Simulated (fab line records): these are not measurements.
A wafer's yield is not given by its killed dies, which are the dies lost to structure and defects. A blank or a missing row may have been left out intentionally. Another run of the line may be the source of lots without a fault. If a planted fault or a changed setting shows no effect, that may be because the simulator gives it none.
What tool caused it? | flow gf180mcu | 21 wafers sampled from 7 lots at 1 step of a route of 602

== WHAT THE GAUGES READ, wafer by wafer ==
GF_V2_OVL_MEAS_15.
lot  | measured     | on         | V2_OVL (nm)
L454 | day 21 01:01 | overlay-02 | 0 3 -2
L456 | day 21 20:49 | overlay-02 | -2 -5 -6
L458 | day 22 09:58 | overlay-01 | -3 7 4
L462 | day 24 03:25 | overlay-01 | 3 1 -5
L466 | day 25 05:26 | overlay-02 | -5 0 -4
L471 | day 26 21:08 | overlay-01 | 0 -3 -2
L475 | day 28 00:32 | overlay-01 | 2 1 0

== WHICH TOOL RAN EACH LOT (tool, then ch and the chambers of the sampled wafers, then the start) ==
No process step before these readings appears in the record.

== THE ANSWER, worked out from the rows above alone ==
Rule: what is usual is taken from the lots themselves. Put in order of their means at a reading, lots are off if they are a third of the lots or fewer, leave a main group of 4 or more, and stand apart from it by a gap of 3 or more times the standard deviation of the main group's means; of several such gaps the widest counts. If all means in a main group match to the digits the tables above print for the reading, that group is not used. Also off: a lot with no number at a reading for which 4 or more lots have one. The other lots that the step has rows for count as sound.
No lot is off on any of the readings shown, so nothing can be concluded from this.

== WHAT THE SIMULATOR PUT IN ==
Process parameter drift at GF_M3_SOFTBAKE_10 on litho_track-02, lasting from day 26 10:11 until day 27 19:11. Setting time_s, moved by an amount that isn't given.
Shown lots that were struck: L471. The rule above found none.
